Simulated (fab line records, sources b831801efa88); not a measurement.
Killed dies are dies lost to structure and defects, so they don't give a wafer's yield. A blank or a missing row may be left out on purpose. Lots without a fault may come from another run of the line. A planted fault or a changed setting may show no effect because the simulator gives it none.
Chamber matching | flow gf180mcu | GF_V3_CVD_02 on pecvd-02: 3 sister chambers
The step deposits SiO2 from TEOS, target thk 850 nm, time 94.851 s. 6 wafers are shown with their chamber, then 8 later ones without.

WAFERS WITH THEIR CHAMBER
wafer  | chamber | heater_power_w (W)
L333.2 | 0       | 551
L335.4 | 0       | 519
L335.6 | 1       | 546
L338.1 | 1       | 561
L338.6 | 2       | 690
L345.2 | 2       | 765

WAFERS WITHOUT THEIR CHAMBER
wafer  | heater_power_w (W)
L345.4 | 529
L345.6 | 630
L346.1 | 701
L346.2 | 486
L346.5 | 533
L347.1 | 515
L347.3 | 548
L347.6 | 574

WHICH CHAMBER EACH WENT THROUGH
wafer  | from the rows above          | in truth
L345.4 | can't be placed: 0 or 1      | 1
L345.6 | can't be placed: 1 or 0 or 2 | 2
L346.1 | 2                            | 2
L346.2 | can't be placed: 0 or 1      | 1
L346.5 | can't be placed: 0 or 1      | 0
L347.1 | can't be placed: 0 or 1      | 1
L347.3 | can't be placed: 1 or 0      | 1
L347.6 | can't be placed: 1 or 0      | 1
Placed correctly: 1 of 8. Can't be placed from these rows: 7 (the true chamber is among the candidates in 7). Placed wrongly: 0.
How it was worked out, from the rows above alone: a wafer's distance from a chamber is the root of the sum, over the readings, of the square of ((its reading less the chamber's mean) divided by the reading's scatter). The wafer belongs to the nearest chamber; if the next one is less than 2 further off, it can't be placed. A chamber's mean is the mean of its shown wafers. The scatter: the root of (the sum of the squares of (reading less its chamber's mean) over the shown wafers, divided by (wafers less chambers)).
